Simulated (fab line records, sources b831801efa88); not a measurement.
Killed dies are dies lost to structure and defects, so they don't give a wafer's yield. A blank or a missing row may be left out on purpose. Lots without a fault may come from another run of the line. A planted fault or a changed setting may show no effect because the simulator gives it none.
Chamber matching | flow sfq_line | SFQ_TRILAYER_I6_CMP_CMP_166 on cmp-01: 4 sister chambers
The step polishes SiO2. 4 wafers are shown with their chamber, then 6 later ones without.

WAFERS WITH THEIR CHAMBER
wafer  | chamber | motor_current_A (A)
L698.2 | 3       | 9.8
L699.1 | 0       | 10.4
L700.2 | 1       | 10.0
L700.4 | 2       | 11.5

WAFERS WITHOUT THEIR CHAMBER
wafer  | motor_current_A (A)
L700.5 | 9.7
L703.4 | 9.2
L703.5 | 10.1
L704.4 | 11.9
L704.5 | 10.5
L704.6 | 10.1

WHICH CHAMBER EACH WENT THROUGH
wafer  | from the rows above          | in truth
L700.5 | can't be placed: 3 or 1 or 0 | 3
L703.4 | can't be placed: 3 or 1 or 0 | 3
L703.5 | can't be placed: 1 or 3 or 0 | 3
L704.4 | 2                            | 2
L704.5 | can't be placed: 0 or 1 or 3 | 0
L704.6 | can't be placed: 1 or 3 or 0 | 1
Placed correctly: 1 of 6. Can't be placed from these rows: 5 (the true chamber is among the candidates in 5). Placed wrongly: 0.
How it was worked out, from the rows above alone: a wafer's distance from a chamber is the root of the sum, over the readings, of the square of ((its reading less the chamber's mean) divided by the reading's scatter). The wafer belongs to the nearest chamber; if the next one is less than 2 further off, it can't be placed. A chamber's mean is the mean of its shown wafers. The scatter: with one shown wafer a chamber, the root of the mean of the squares of how far each hidden wafer lies from its nearest shown one.
